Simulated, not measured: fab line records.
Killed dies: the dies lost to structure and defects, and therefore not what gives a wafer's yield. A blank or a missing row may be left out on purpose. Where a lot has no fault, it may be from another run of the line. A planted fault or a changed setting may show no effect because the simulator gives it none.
The same fault as seen by 2 desks -- flow gf180mcu -- every desk sees just its own numbers, and what lay behind them comes last

FOR THE TOOL OWNER'S DESK: implanter-03
The tool's own readings at GF_MVSD_IMPLANT_09: means of the sampled wafers that have a number, for each lot that ran on this tool. Any lot whose mean is over 4 standard deviations away from the usual mean is out of limits and marked OUT; that distance is given in the brackets.
Columns: A = dose-ions-cm2 at GF_MVSD_IMPLANT_09, usual 5e+12
lot,first seen here,A
L244,day 4 11:36,5e+12
L251,day 6 04:38,5e+12
L253,day 6 16:43,5e+12
L260,day 8 07:56,5e+12 (+37) OUT
L262,day 8 17:52,5e+12 (+35) OUT
L263,day 8 22:54,5e+12 (+37) OUT
This desk's finding: out of limits on L260, L262, L263; first on L260, day 8 07:56 (dose-ions-cm2 at GF_MVSD_IMPLANT_09). L244, L251, L253 stayed within limits.

FROM THE METROLOGY DESK
Lot by lot, what the gauges showed, no matter which tool ran the lot: averages of those sampled wafers that carry a number. Any lot whose mean is over 4 standard deviations away from the usual mean is out of limits and marked OUT; that distance is given in the brackets.
Columns: A = cd-nm at GF_STI_CD_MEAS_12, usual 220.0 nm; B = DNWELL_TW at GF_DNWELL_TW_MEAS_09, usual 1364
lot,first seen here,A,B
L244,day 2 01:22,219.6,1376
L245,day 2 07:17,218.9,1360
L248,day 2 21:07,221.6,1353
L249,day 3 03:53,218.4,1354
L250,day 3 08:55,221.5,1376
L251,day 3 13:38,218.6,1348
L252,day 3 20:29,220.2,1374
L253,day 4 00:53,219.4,1354
L254,day 4 06:53,221.1,1374
L260,day 5 13:56,219.5,1377
L262,day 5 21:35,220.1,1383
L263,day 6 03:07,219.4,1377
L264,day 6 08:11,221.3,1375
L267,day 6 23:46,217.8,1366
This desk found nothing out of limits on any of the 14 lots.

PUT TOGETHER
At day 8 07:56, on L260, L262, L263, the tool owner's desk was in a position to raise an alarm.
Metrology desk: nothing out of limits seen.
The metrology desk has L260, L262, L263 on record, within its limits.
On implanter-03, each named lot ran GF_MVSD_IMPLANT_09.

WHAT THE SIMULATOR HAD INSERTED
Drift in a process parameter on implanter-03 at GF_MVSD_IMPLANT_09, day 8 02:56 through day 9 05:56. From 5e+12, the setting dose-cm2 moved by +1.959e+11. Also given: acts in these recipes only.
Shown lots that were struck: L260, L262, L263.
Each desk's first reading out of limits, in hours after the fault started: the tool owner's desk, 5.
